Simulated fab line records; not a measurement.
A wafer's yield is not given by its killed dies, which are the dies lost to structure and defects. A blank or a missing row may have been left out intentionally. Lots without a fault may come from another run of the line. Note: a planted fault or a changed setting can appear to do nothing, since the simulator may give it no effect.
The tool behind it: which one? :: flow gf180mcu :: 36 wafers from 12 lots sampled at 5 of the route's 602 steps

WHAT EACH GAUGE READ, for each wafer
GF_PSD_OVL_MEAS_08. Usual: for PSD_OVL the level is -0.2 nm and the standard deviation is 1.1.
lot: L643
measured: day 14 15:58
on: overlay-01
PSD_OVL (nm): 0.1 -0.3 -0.4
flag: 

lot: L645
measured: day 15 01:37
on: overlay-01
PSD_OVL (nm): 2.0 -0.8 -0.3
flag: 

lot: L646
measured: day 15 14:30
on: overlay-01
PSD_OVL (nm): 0.4 1.6 1.1
flag: 

lot: L647
measured: day 15 20:46
on: overlay-01
PSD_OVL (nm): 0.1 0.2 1.6
flag: 

lot: L649
measured: day 16 23:17
on: overlay-02
PSD_OVL (nm): -1.3 -0.8 -1.2
flag: 

lot: L659
measured: day 20 11:37
on: overlay-01
PSD_OVL (nm): -0.4 0.1 0.6
flag: 

lot: L658
measured: day 20 14:56
on: overlay-01
PSD_OVL (nm): 0.3 0.1 0.6
flag: 

lot: L660
measured: day 20 15:07
on: overlay-02
PSD_OVL (nm): 0.7 0.2 -0.6
flag: 

lot: L661
measured: day 21 03:50
on: overlay-02
PSD_OVL (nm): 1.5 1.1 0.5
flag: 

lot: L662
measured: day 21 05:05
on: overlay-02
PSD_OVL (nm): -0.4 -1.7 0.1
flag: 

lot: L663
measured: day 21 18:46
on: overlay-01
PSD_OVL (nm): -0.3 -0.3 -0.9
flag: 

lot: L664
measured: day 22 02:37
on: overlay-02
PSD_OVL (nm): -0.8 0.6 -0.4
flag: 

GF_PSD_TW_MEAS_11. Usual: for PSD_TW the level is 3171 and the standard deviation is 38.
lot: L643
measured: day 14 16:15
on: film-metro-04
PSD_TW: 3228 3226 3223
flag: 

lot: L645
measured: day 15 01:55
on: film-metro-02
PSD_TW: 3143 3155 3166
flag: 

lot: L646
measured: day 15 14:47
on: film-metro-02
PSD_TW: 3155 3160 3152
flag: 

lot: L647
measured: day 15 21:04
on: film-metro-01
PSD_TW: 3139 3128 3145
flag: 

lot: L649
measured: day 16 23:34
on: film-metro-01
PSD_TW: 3142 3136 3147
flag: 

lot: L659
measured: day 20 11:55
on: film-metro-04
PSD_TW: 3221 3216 3225
flag: 

lot: L658
measured: day 20 15:13
on: film-metro-04
PSD_TW: 3202 3220 3248
flag: 

lot: L660
measured: day 20 15:25
on: film-metro-01
PSD_TW: 3151 3164 3156
flag: 

lot: L661
measured: day 21 04:07
on: film-metro-01
PSD_TW: 3132 3135 3125
flag: 

lot: L662
measured: day 21 05:23
on: film-metro-01
PSD_TW: 3117 3134 3137
flag: 

lot: L663
measured: day 21 19:03
on: film-metro-02
PSD_TW: 3146 3130 3136
flag: 

lot: L664
measured: day 22 02:55
on: film-metro-04
PSD_TW: 3235 3235 3228
flag: 

GF_CONTACT_THK_MEAS_01. Usual: for CONTACT_CVD_00_THK the level is 299.6 nm and the standard deviation is 2.9.
lot: L643
measured: day 15 14:36
on: film-metro-03
CONTACT_CVD_00_THK (nm): 296.7 303.5 299.5
flag: 

lot: L645
measured: day 16 00:43
on: film-metro-01
CONTACT_CVD_00_THK (nm): 302.9 297.7 301.3
flag: 

lot: L646
measured: day 16 15:01
on: film-metro-04
CONTACT_CVD_00_THK (nm): 301.1 300.8 296.2
flag: 

lot: L647
measured: day 16 20:36
on: film-metro-04
CONTACT_CVD_00_THK (nm): 298.2 298.5 299.6
flag: 

lot: L649
measured: day 18 00:05
on: film-metro-01
CONTACT_CVD_00_THK (nm): 144.3 300.1 148.6
flag: OFF

lot: L659
measured: day 21 13:02
on: film-metro-01
CONTACT_CVD_00_THK (nm): 299.8 296.4 297.4
flag: 

lot: L658
measured: day 21 16:34
on: film-metro-01
CONTACT_CVD_00_THK (nm): 305.7 305.0 300.5
flag: 

lot: L660
measured: day 21 16:52
on: film-metro-03
CONTACT_CVD_00_THK (nm): 296.8 296.1 295.5
flag: 

lot: L661
measured: day 22 04:55
on: film-metro-04
CONTACT_CVD_00_THK (nm): 298.9 297.9 299.8
flag: 

lot: L662
measured: day 22 05:26
on: film-metro-01
CONTACT_CVD_00_THK (nm): 300.5 300.0 300.3
flag: 

lot: L663
measured: day 22 20:04
on: film-metro-01
CONTACT_CVD_00_THK (nm): 298.9 301.5 296.1
flag: 

lot: L664
measured: day 23 03:03
on: film-metro-01
CONTACT_CVD_00_THK (nm): 299.5 299.6 295.9
flag: 

WHAT TOOL EACH LOT RAN ON (gives the tool, then ch and the chambers of the sampled wafers, and finally the start)
lot: L643
GF_HV_LDD_STRIP_22: plasma-asher-04 ch 0,1, day 11 01:56
GF_CONTACT_CVD_00: hdpcvd-01 ch 1,2, day 15 14:33

lot: L645
GF_HV_LDD_STRIP_22: plasma-asher-03 ch 0,1, day 11 13:16
GF_CONTACT_CVD_00: hdpcvd-01 ch 0,1,2, day 16 00:40

lot: L646
GF_HV_LDD_STRIP_22: plasma-asher-03 ch 0,1, day 12 00:20
GF_CONTACT_CVD_00: hdpcvd-01 ch 0,1,2, day 16 14:58

lot: L647
GF_HV_LDD_STRIP_22: plasma-asher-02 ch 0,1, day 12 06:10
GF_CONTACT_CVD_00: hdpcvd-01 ch 0,1,2, day 16 20:33

lot: L649
GF_HV_LDD_STRIP_22: plasma-asher-03 ch 0,1, day 13 06:02
GF_CONTACT_CVD_00: hdpcvd-01 ch 1,2, day 18 00:03

lot: L659
GF_HV_LDD_STRIP_22: plasma-asher-04 ch 0,1, day 16 09:13
GF_CONTACT_CVD_00: hdpcvd-02 ch 1,2, day 21 12:58

lot: L658
GF_HV_LDD_STRIP_22: plasma-asher-04 ch 0,1, day 16 09:50
GF_CONTACT_CVD_00: hdpcvd-02 ch 0,1,2, day 21 16:31

lot: L660
GF_HV_LDD_STRIP_22: plasma-asher-04 ch 0,1, day 16 13:28
GF_CONTACT_CVD_00: hdpcvd-01 ch 0,2, day 21 16:49

lot: L661
GF_HV_LDD_STRIP_22: plasma-asher-04 ch 0,1, day 16 23:50
GF_CONTACT_CVD_00: hdpcvd-02 ch 0,1,2, day 22 04:52

lot: L662
GF_HV_LDD_STRIP_22: plasma-asher-03 ch 0,1, day 17 00:08
GF_CONTACT_CVD_00: hdpcvd-01 ch 0,2, day 22 05:23

lot: L663
GF_HV_LDD_STRIP_22: plasma-asher-03 ch 1, day 17 14:41
GF_CONTACT_CVD_00: hdpcvd-02 ch 0,1, day 22 20:01

lot: L664
GF_HV_LDD_STRIP_22: plasma-asher-02 ch 0,1, day 17 22:07
GF_CONTACT_CVD_00: hdpcvd-02 ch 0,1,2, day 23 02:59
- GF_HV_LDD_STRIP_22: strips in O2/N2.
- GF_CONTACT_CVD_00: deposits SiO2, target thk 300 nm, time 50 s.

WHAT THE TOOLS THEMSELVES READ (means of the sampled wafers that have a number; where no wafer has one, the mark that the record gives instead)
GF_HV_LDD_STRIP_22. Usual: drypump-motor-current-A 6.00 A, standard deviation 0.2; heater-power-w 337 W, standard deviation 23; o2-flow-sccm 2999 sccm, standard deviation 9; oes-product-au 0.716 a.u., standard deviation 0.0045; strip-time-to-endpoint-s 12.63 s, standard deviation 0.037.
lot: L643
tool: plasma-asher-04
drypump-motor-current-A (A): 6.03
heater-power-w (W): 324
o2-flow-sccm (sccm): 3010
oes-product-au (a.u.): 0.717
strip-time-to-endpoint-s (s): 12.59
flag: 

lot: L645
tool: plasma-asher-03
drypump-motor-current-A (A): 6.06
heater-power-w (W): 334
o2-flow-sccm (sccm): 2996
oes-product-au (a.u.): 0.716
strip-time-to-endpoint-s (s): 12.67
flag: 

lot: L646
tool: plasma-asher-03
drypump-motor-current-A (A): 5.88
heater-power-w (W): 347
o2-flow-sccm (sccm): 2996
oes-product-au (a.u.): 0.715
strip-time-to-endpoint-s (s): 12.64
flag: 

lot: L647
tool: plasma-asher-02
drypump-motor-current-A (A): 6.06
heater-power-w (W): 345
o2-flow-sccm (sccm): 3007
oes-product-au (a.u.): 0.717
strip-time-to-endpoint-s (s): 12.64
flag: 

lot: L649
tool: plasma-asher-03
drypump-motor-current-A (A): 6.06
heater-power-w (W): 324
o2-flow-sccm (sccm): 2994
oes-product-au (a.u.): 0.717
strip-time-to-endpoint-s (s): 12.60
flag: 

lot: L659
tool: plasma-asher-04
drypump-motor-current-A (A): 6.03
heater-power-w (W): 326
o2-flow-sccm (sccm): 3001
oes-product-au (a.u.): 0.714
strip-time-to-endpoint-s (s): 12.57
flag: 

lot: L658
tool: plasma-asher-04
drypump-motor-current-A (A): 5.95
heater-power-w (W): 333
o2-flow-sccm (sccm): 3005
oes-product-au (a.u.): 0.717
strip-time-to-endpoint-s (s): 12.64
flag: 

lot: L660
tool: plasma-asher-04
drypump-motor-current-A (A): 6.04
heater-power-w (W): 326
o2-flow-sccm (sccm): 3003
oes-product-au (a.u.): 0.716
strip-time-to-endpoint-s (s): 12.63
flag: 

lot: L661
tool: plasma-asher-04
drypump-motor-current-A (A): 5.95
heater-power-w (W): 337
o2-flow-sccm (sccm): 2989
oes-product-au (a.u.): 0.714
strip-time-to-endpoint-s (s): 12.65
flag: 

lot: L662
tool: plasma-asher-03
drypump-motor-current-A (A): 6.05
heater-power-w (W): 330
o2-flow-sccm (sccm): 2991
oes-product-au (a.u.): 0.712
strip-time-to-endpoint-s (s): 12.60
flag: 

lot: L663
tool: plasma-asher-03
drypump-motor-current-A (A): 5.72
heater-power-w (W): 373
o2-flow-sccm (sccm): 3004
oes-product-au (a.u.): 0.715
strip-time-to-endpoint-s (s): 12.60
flag: 

lot: L664
tool: plasma-asher-02
drypump-motor-current-A (A): 6.08
heater-power-w (W): 337
o2-flow-sccm (sccm): 2995
oes-product-au (a.u.): 0.714
strip-time-to-endpoint-s (s): 12.61
flag: 

GF_CONTACT_CVD_00. Usual: sih4-flow-sccm reads 59.99 sccm (standard deviation 0.18).
lot: L643
tool: hdpcvd-01
sih4-flow-sccm (sccm): 60.24
flag: 

lot: L645
tool: hdpcvd-01
sih4-flow-sccm (sccm): 60.08
flag: 

lot: L646
tool: hdpcvd-01
sih4-flow-sccm (sccm): 60.13
flag: 

lot: L647
tool: hdpcvd-01
sih4-flow-sccm (sccm): 60.07
flag: 

lot: L649
tool: hdpcvd-01
sih4-flow-sccm (sccm): 39.90
flag: OFF

lot: L659
tool: hdpcvd-02
sih4-flow-sccm (sccm): 59.95
flag: 

lot: L658
tool: hdpcvd-02
sih4-flow-sccm (sccm): 60.06
flag: 

lot: L660
tool: hdpcvd-01
sih4-flow-sccm (sccm): 59.94
flag: 

lot: L661
tool: hdpcvd-02
sih4-flow-sccm (sccm): 60.11
flag: 

lot: L662
tool: hdpcvd-01
sih4-flow-sccm (sccm): 59.91
flag: 

lot: L663
tool: hdpcvd-02
sih4-flow-sccm (sccm): 59.99
flag: 

lot: L664
tool: hdpcvd-02
sih4-flow-sccm (sccm): 59.95
flag: 

THE ANSWER, worked out from the rows above alone
Rule: lot off if the mean of its wafers having a number is beyond 3 standard deviations from the usual mean. A lot without any number at a reading at which 4 lots or more have one is off too. All remaining lots with rows at the step are treated as sound. Order of review: gauges by route order, followed by the tools' own readings, for which a lot's mean as printed above is used. At the first step where some lot is off, the reading lying furthest off is the one used; lots without a number count as furthest.
Off: L649, at GF_CONTACT_THK_MEAS_01 (CONTACT_CVD_00_THK).
If a tool, at a process step before that reading, ran all the lots that are off and no sound lot after the first of them, it fits. Not tried: the gauges at GF_CONTACT_THK_MEAS_01; whatever is off there is also off at GF_CONTACT_CVD_00, on other tools, and gauge error can't account for it. No candidate that was tried fits.

WHAT THE SIMULATOR HAD INSERTED
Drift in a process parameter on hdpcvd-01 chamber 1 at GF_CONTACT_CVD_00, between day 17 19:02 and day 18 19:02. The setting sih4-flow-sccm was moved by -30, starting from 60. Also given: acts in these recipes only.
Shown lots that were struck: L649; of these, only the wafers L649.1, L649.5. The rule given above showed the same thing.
